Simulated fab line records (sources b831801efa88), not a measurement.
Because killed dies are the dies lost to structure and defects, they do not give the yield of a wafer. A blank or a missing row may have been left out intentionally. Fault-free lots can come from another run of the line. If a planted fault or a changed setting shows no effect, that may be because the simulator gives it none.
fab line records | flow gf180mcu
record: lots: 14 wafers: 39 last_day: 34
route steps=602 shown STI@3 NWELL@51 VT_IMPLANT@119
lots that met no fault: from a run of the same line without faults
start_h: hours from the record's first day to the start of the lot's first wafer shown | wait_h: hours elapsed since this lot's preceding step | " same as the row above | L1.1+2: a single row standing in for several wafers | - no value, or no start was given | * or withheld: withheld | < > ~ a bound
route shown NAME@n: NAME is a module with steps in the file, n the number in the route of the first one | usual: mean and standard deviation over wafers with no fault | same: alike in all rows | chamber/n: place in a boat | sites: readings site by site | _std_site: their standard deviation | _edge_site: outer sites' mean less inner sites' | radius_mm: how far each site lies from the wafer's centre | mask NAME#n: copy n | behind: the most recent tool/chamber to have shaped the wafer | hold: why the lot went on hold/how many hours it stayed there/how the hold came to an end | device: which transistor (n, p or np) failed to switch | end of line: the route-end tests of the same wafers | for a step that has no rows: nothing shown but its recipe | killed: dies that structure and defects cost at the first sort, which is not the same as the wafer's yield | map: dies across one wafer; x = killed, . = not, _ = none there
set.NAME: the setting that was run; set.NAME@STEP: the one run at that earlier step | model.NAME: the simulator's own value behind a step, which no gauge read
a sample of lots followed through the steps of the route, with each step as a table and each wafer as a row
services: from which hour (start_h, from the record's first day; less than 0 if before it) a tool's chamber was out of use, for how many hours, and why
== steps ==
step: GF_STI_THK_MEAS_02
recipe: reads: SiO2_of_STI_OXIDATION_01
usual: STI_OXIDATION_THK: 10.01/0.16
columns lot.wafer tool chamber start_h wait_h STI_OXIDATION_THK[nm]
L233.2 film_metro-01 - 11.54 0.0 9.95
L233.3 " - " " 10.09
L233.6 " - " " 10.26
L234.1 film_metro-02 - 16.53 0.0 10.07
L234.2 " - " " 10.05
L234.3 " - " " 10.03
L235.2 film_metro-03 - 21.52 0.0 10.21
L235.3 " - " " 10.17
L235.6 " - " " 10.16
L236.4 film_metro-03 - 26.54 0.0 10.10
L236.5 " - " " 10.09
L236.6 " - " " 9.90
L237.1 film_metro-01 - 31.51 0.0 9.98
L237.2 " - " " 9.93
L237.5 " - " " 10.09
L238.1 film_metro-02 - 37.00 0.0 9.91
L238.3 " - " " 10.05
L238.5 " - " " 9.96
L239.2 film_metro-03 - 42.22 0.0 9.98
L239.4 " - " " 10.02
L239.5 " - " " 9.98
L240.1 film_metro-03 - 46.51 0.0 9.73
L240.2 " - " " 9.95
L240.6 " - " " 10.03
L244.3 film_metro-03 - 67.20 0.0 10.12
L244.6 " - " " 10.25
L247.5 film_metro-01 - 81.55 0.0 10.21
L251.1 film_metro-02 - 102.50 0.0 10.07
L251.3 " - " " 10.08
L251.5 " - " " 10.38
L252.1 film_metro-03 - 106.51 0.0 9.92
L252.3 " - " " 9.86
L252.5 " - " " 9.82
L253.2 film_metro-03 - 111.63 0.0 9.98
L253.4 " - " " 9.86
L253.5 " - " " 9.98
L254.2 film_metro-03 - 116.52 0.0 9.92
L254.3 " - " " 9.87
L254.5 " - " " 9.81
step: GF_STI_THK_MEAS_22
recipe: reads: SiO2_of_STI_OXIDATION_21
usual: STI_OXIDATION_01_THK: 15.04/0.26
columns lot.wafer tool chamber start_h wait_h STI_OXIDATION_01_THK[nm]
L233.2 film_metro-02 - 27.00 0.0 15.18
L233.3 " - " " 15.33
L233.6 " - " " 15.21
L234.1 film_metro-02 - 33.12 0.0 14.86
L234.2 " - " " 15.03
L234.3 " - " " 15.15
L235.2 film_metro-01 - 37.62 0.0 15.18
L235.3 " - " " 15.39
L235.6 " - " " 14.97
L236.4 film_metro-02 - 42.74 0.0 14.68
L236.5 " - " " 14.99
L236.6 " - " " 14.55
L237.1 film_metro-01 - 47.59 0.0 14.69
L237.2 " - " " 14.93
L237.5 " - " " 14.69
L238.1 film_metro-02 - 53.28 0.0 14.86
L238.3 " - " " 14.61
L238.5 " - " " 14.94
L239.2 film_metro-01 - 58.70 0.0 14.70
L239.4 " - " " 15.37
L239.5 " - " " 15.24
L240.1 film_metro-01 - 65.79 0.0 15.35
L240.2 " - " " 15.24
L240.6 " - " " 15.22
L244.3 film_metro-01 - 83.91 0.0 14.86
L244.6 " - " " 14.90
L247.5 film_metro-03 - 99.51 0.0 15.03
L251.1 film_metro-03 - 122.89 0.0 15.23
L251.3 " - " " 15.11
L251.5 " - " " 14.97
L252.1 film_metro-03 - 125.93 0.0 15.34
L252.3 " - " " 15.40
L252.5 " - " " 15.25
L253.2 film_metro-03 - 130.68 0.0 15.03
L253.4 " - " " 14.91
L253.5 " - " " 14.85
L254.2 film_metro-03 - 135.28 0.0 14.90
L254.3 " - " " 14.95
L254.5 " - " " 15.03
step: GF_NWELL_IMPLANT_09
recipe: species: P energy_kev: 160 dose_cm2: 4e+12 tilt_deg: 0
usual: beam_on_s: 10.02/0.21 faraday_current_uA: 22.5/0.47
columns lot.wafer tool chamber start_h wait_h beam_on_s faraday_current_uA
L233.2 implanter-03 0 55.17 0.1 10.13 22.2
L233.3 " 0 " " 10.01 22.6
L233.6 " 0 " " 9.87 22.8
L234.1 implanter-03 0 61.03 0.1 10.06 22.4
L234.2 " 0 " " 10.04 22.4
L234.3 " 0 " " 9.92 22.7
L235.2 implanter-01 0 66.16 0.1 10.09 22.4
L235.3 " 0 " " 9.89 22.9
L235.6 " 0 " " 10.55 21.3
L236.4 implanter-01 0 71.15 0.1 9.68 23.2
L236.5 " 0 " " 10.25 22.0
L236.6 " 0 " " 9.83 23.0
L237.1 implanter-03 0 76.69 0.1 10.05 22.4
L237.2 " 0 " " 10.17 22.2
L237.5 " 0 " " 10.38 21.7
L238.1 implanter-01 0 81.59 0.1 10.16 22.3
L238.3 " 0 " " 9.97 22.8
L238.5 " 0 " " 10.12 22.3
L239.2 implanter-03 0 88.15 0.1 9.72 23.1
L239.4 " 0 " " 10.24 22.1
L239.5 " 0 " " 10.15 22.2
L240.1 implanter-03 0 96.21 0.1 10.23 22.1
L240.2 " 0 " " 9.96 22.5
L240.6 " 0 " " 9.93 22.7
L244.3 implanter-01 0 115.24 0.1 11.18 20.2
L244.6 " 0 " " 11.00 20.6
L247.5 implanter-01 0 134.08 0.1 11.09 20.4
L251.1 implanter-04 0 158.59 0.1 9.72 23.2
L251.3 " 0 " " 9.96 22.6
L251.5 " 0 " " 10.09 22.2
L252.1 implanter-03 0 161.08 0.1 9.91 22.8
L252.3 " 0 " " 10.33 21.9
L252.5 " 0 " " 9.91 22.8
L253.2 implanter-03 0 163.96 0.1 10.08 22.4
L253.4 " 0 " " 10.20 22.1
L253.5 " 0 " " 9.81 23.1
L254.2 implanter-03 0 169.21 0.1 10.05 22.6
L254.3 " 0 " " 10.07 22.4
L254.5 " 0 " " 9.84 22.9
step: GF_VT_IMPLANT_OVL_MEAS_29
usual: VT_IMPLANT_02_OVL: 0.8/1.4
columns lot.wafer tool chamber start_h wait_h VT_IMPLANT_02_OVL[nm]
L233.2 overlay-02 - 140.45 0.1 0.3
L233.3 " - " " 2.0
L233.6 " - " " 0.9
L234.1 overlay-02 - 147.34 0.1 -2.5
L234.2 " - " " 0.1
L234.3 " - " " -1.1
L235.2 overlay-01 - 155.15 0.1 2.2
L235.3 " - " " 1.7
L235.6 " - " " 0.0
L236.4 overlay-01 - 160.62 0.1 2.6
L236.5 " - " " 0.7
L236.6 " - " " 2.3
L237.1 overlay-01 - 166.40 0.1 -0.2
L237.2 " - " " -1.0
L237.5 " - " " -0.1
L238.1 overlay-01 - 172.65 0.1 2.3
L238.3 " - " " -0.7
L238.5 " - " " 0.9
L239.2 overlay-01 - 179.21 0.1 1.9
L239.4 " - " " 0.9
L239.5 " - " " 1.7
L240.1 overlay-02 - 189.25 0.1 3.4
L240.2 " - " " 2.7
L240.6 " - " " 1.7
L244.3 overlay-02 - 211.81 0.1 0.9
L244.6 " - " " 0.1
L247.5 overlay-01 - 233.51 0.0 0.9
L251.1 overlay-02 - 263.85 0.1 1.1
L251.3 " - " " -0.9
L251.5 " - " " 0.1
L252.1 overlay-01 - 267.45 0.1 -1.0
L252.3 " - " " 0.0
L252.5 " - " " -0.5
L253.2 overlay-01 - 269.46 0.1 1.7
L253.4 " - " " 3.0
L253.5 " - " " 2.2
L254.2 overlay-02 - 275.80 0.1 2.4
L254.3 " - " " 2.8
L254.5 " - " " 2.1
step: GF_VT_IMPLANT_RS_MEAS_47
recipe: thk_meas_gauge: four-point-probe
usual: NWELL_RS: 488.4/1
columns lot.wafer tool chamber start_h wait_h NWELL_RS[ohm/sq]
L233.2 film_metro-01 - 156.53 0.1 489.8
L233.3 " - " " 489.4
L233.6 " - " " 489.4
L234.1 film_metro-01 - 163.92 0.1 489.1
L234.2 " - " " 487.9
L234.3 " - " " 489.0
L235.2 film_metro-04 - 171.83 0.1 488.6
L235.3 " - " " 488.0
L235.6 " - " " 486.4
L236.4 film_metro-04 - 177.27 0.1 487.9
L236.5 " - " " 488.8
L236.6 " - " " 488.8
L237.1 film_metro-01 - 182.91 0.1 488.3
L237.2 " - " " 488.6
L237.5 " - " " 488.7
L238.1 film_metro-01 - 189.17 0.1 490.0
L238.3 " - " " 490.2
L238.5 " - " " 489.8
L239.2 film_metro-02 - 197.09 0.1 486.9
L239.4 " - " " 487.2
L239.5 " - " " 488.3
L240.1 film_metro-02 - 206.86 0.1 487.7
L240.2 " - " " 486.7
L240.6 " - " " 489.6
L244.3 film_metro-01 - 230.60 0.1 483.7
L244.6 " - " " 484.1
L247.5 film_metro-04 - 253.30 0.1 484.1
L251.1 film_metro-01 - 284.51 0.1 489.3
L251.3 " - " " 489.5
L251.5 " - " " 488.9
L252.1 film_metro-01 - 288.33 0.1 490.7
L252.3 " - " " 488.0
L252.5 " - " " 489.6
L253.2 film_metro-04 - 290.34 0.1 489.5
L253.4 " - " " 488.8
L253.5 " - " " 488.2
L254.2 film_metro-01 - 296.52 0.1 488.0
L254.3 " - " " 488.3
L254.5 " - " " 488.7
== services ==
columns tool chamber start_h hours kind
implanter-03 - 41.13 4.2 pm
implanter-04 - 83.72 4.5 pm
implanter-04 - 95.75 2.7 repair
implanter-04 - 101.96 19.6 pm
implanter-04 - 130.18 3.8 repair
implanter-01 - 166.10 5.1 pm
== key ==
first_sign: step: GF_NWELL_IMPLANT_09 reading: beam_on_s direction: up sigmas: 5.1 usual: 10.02 struck: 11.09
effect: step: GF_NWELL_IMPLANT_09 reading: faraday_current_uA direction: down sigmas: 4.5 usual: 22.5 struck: 20.4
effect: step: GF_VT_IMPLANT_RS_MEAS_47 reading: NWELL_RS direction: down sigmas: 4.4 usual: 488.4 struck: 483.9
met_at GF_NWELL_IMPLANT_09
struck_lots L244,L247
tester_left_out L244,L247
not_acting_at GF_STI_THK_MEAS_02,GF_STI_THK_MEAS_22,GF_VT_IMPLANT_OVL_MEAS_29
onset_between 81.59 115.24
fault: kind: process_parameter_drift tool: implanter-01 chamber: - onset_h: 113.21 steps: GF_NWELL_IMPLANT_09 channel: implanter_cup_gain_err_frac offset: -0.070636 shape: step end_h: 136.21
tester_left_out: of these lots the tester's yield and bins aren't shown, on N5 and GAA mostly nor the transistor test; their killed dies are dies lost to structure and defects alone, not to doping, threshold or leakage, so they don't give the yield
